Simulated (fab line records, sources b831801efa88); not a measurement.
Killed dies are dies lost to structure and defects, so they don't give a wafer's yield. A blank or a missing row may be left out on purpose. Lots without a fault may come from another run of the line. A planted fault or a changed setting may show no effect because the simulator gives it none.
A struck lot beside a sound one | flow sky130 | 16 steps out of a route of 708
Sound: wafers L834.3, L834.5, L834.6. Struck: wafers L844.1, L844.4, L844.5. The cause comes at the end.
At each step with rows: each side's tool, then ch and its chambers, then its first start. Under that, the readings that differ: sound wafers | struck wafers | difference of the means | sigmas: that difference in standard deviations of wafers without a fault.
alike: readings whose means differ by less than 2 such deviations, and words and numbers that are the same on both sides. not compared: withheld readings, readings that some wafer has no value for, bounds like >300 that may hide the same value, and numbers for which the record gives no deviation and whose values overlap.
The two part at a step that has a row with sigmas, a row that says differs or no value, or rows on one side only. Numbers that don't overlap but have no deviation are shown without sigmas and don't part them. A reading that every wafer of one side lacks parts them only if that side has two wafers or more.

first, 1 step without rows for these wafers: SKY_VT_ADJUST_LVTN_IMPLANT_19.
SKY_VT_ADJUST_LVTN_STRIP_20: strips in O2/N2.
  sound on plasma_asher-01 ch 0,1, day 10 16:15; struck on plasma_asher-01 ch 1, day 13 10:22
  alike: drypump_motor_current_A, oes_product_au, strip_time_to_endpoint_s
  not compared: rf_hours_counter_h
SKY_VT_ADJUST_LVTN_TW_MEAS_21:
  sound on film_metro-03, day 10 16:20; struck on film_metro-02, day 13 10:28
  alike: VT_ADJUST_LVTN_2_TW
then, 7 steps without rows for these wafers: SKY_VT_ADJUST_NCORE_DEHYDRATE_00 (time 60 s); SKY_VT_ADJUST_NCORE_HMDS_01 (prime time 60 s); SKY_VT_ADJUST_NCORE_COAT_02 (resist thk 1140 nm); SKY_VT_ADJUST_NCORE_SOFTBAKE_03 (time 60 s); SKY_VT_ADJUST_NCORE_EXPOSE_04 (exposes mask LVTN COMPLEMENT THIN, target cd 380 nm); SKY_VT_ADJUST_NCORE_PEB_05; SKY_VT_ADJUST_NCORE_DEVELOP_06 (develop time 60 s).
SKY_VT_ADJUST_NCORE_CD_MEAS_07: target cd 380 nm.
  sound on cd_sem-01, day 11 15:59; struck on cd_sem-02, day 14 12:29
  alike: cd_nm
SKY_VT_ADJUST_NCORE_OVL_MEAS_08:
  sound on overlay-02, day 11 16:04; struck on overlay-01, day 14 12:36
  alike: VT_ADJUST_NCORE_OVL
SKY_VT_ADJUST_NCORE_IMPLANT_09:
  sound on implanter-01 ch 0, day 11 16:17; struck on implanter-01 ch 0, day 14 12:38
  reading                   | sound              | struck            | difference | sigmas
  beam_energy_keV           | 9.998 9.996 10.000 | 6.959 6.964 6.965 | -3.035     | -99 or more
  model.implant.rp_nm (nm)  | 32.24 32.24 32.24  | 24.72 24.72 24.72 | -7.52      |
  model.implant.drp_nm (nm) | 17.11 17.11 17.11  | 13.27 13.27 13.27 | -3.84      |
  alike: dose_ions_cm2
SKY_VT_ADJUST_NCORE_STRIP_10: strips in O2/N2.
  sound on plasma_asher-01 ch 0,1, day 11 16:25; struck on plasma_asher-02 ch 0,1, day 14 12:47
  alike: drypump_motor_current_A, oes_product_au, strip_time_to_endpoint_s
  not compared: rf_hours_counter_h
SKY_VT_ADJUST_NCORE_TW_MEAS_11:
  sound on film_metro-02, day 11 16:30; struck on film_metro-02, day 14 12:53
  reading            | sound             | struck            | difference | sigmas
  VT_ADJUST_NCORE_TW | 218.3 217.2 218.7 | 200.4 201.2 200.7 | -17.3      | -11
then, 1 step without rows for these wafers: SKY_VT_ADJUST_HVTR_DEHYDRATE_00 (time 60 s).

WHERE THEY PART
First at SKY_VT_ADJUST_NCORE_IMPLANT_09; last, within this record, at SKY_VT_ADJUST_NCORE_TW_MEAS_11.

WHY: what the simulator had put in
Process parameter drift: implanter-01, from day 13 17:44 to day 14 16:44, at SKY_VT_ADJUST_NCORE_IMPLANT_09. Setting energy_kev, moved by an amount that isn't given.
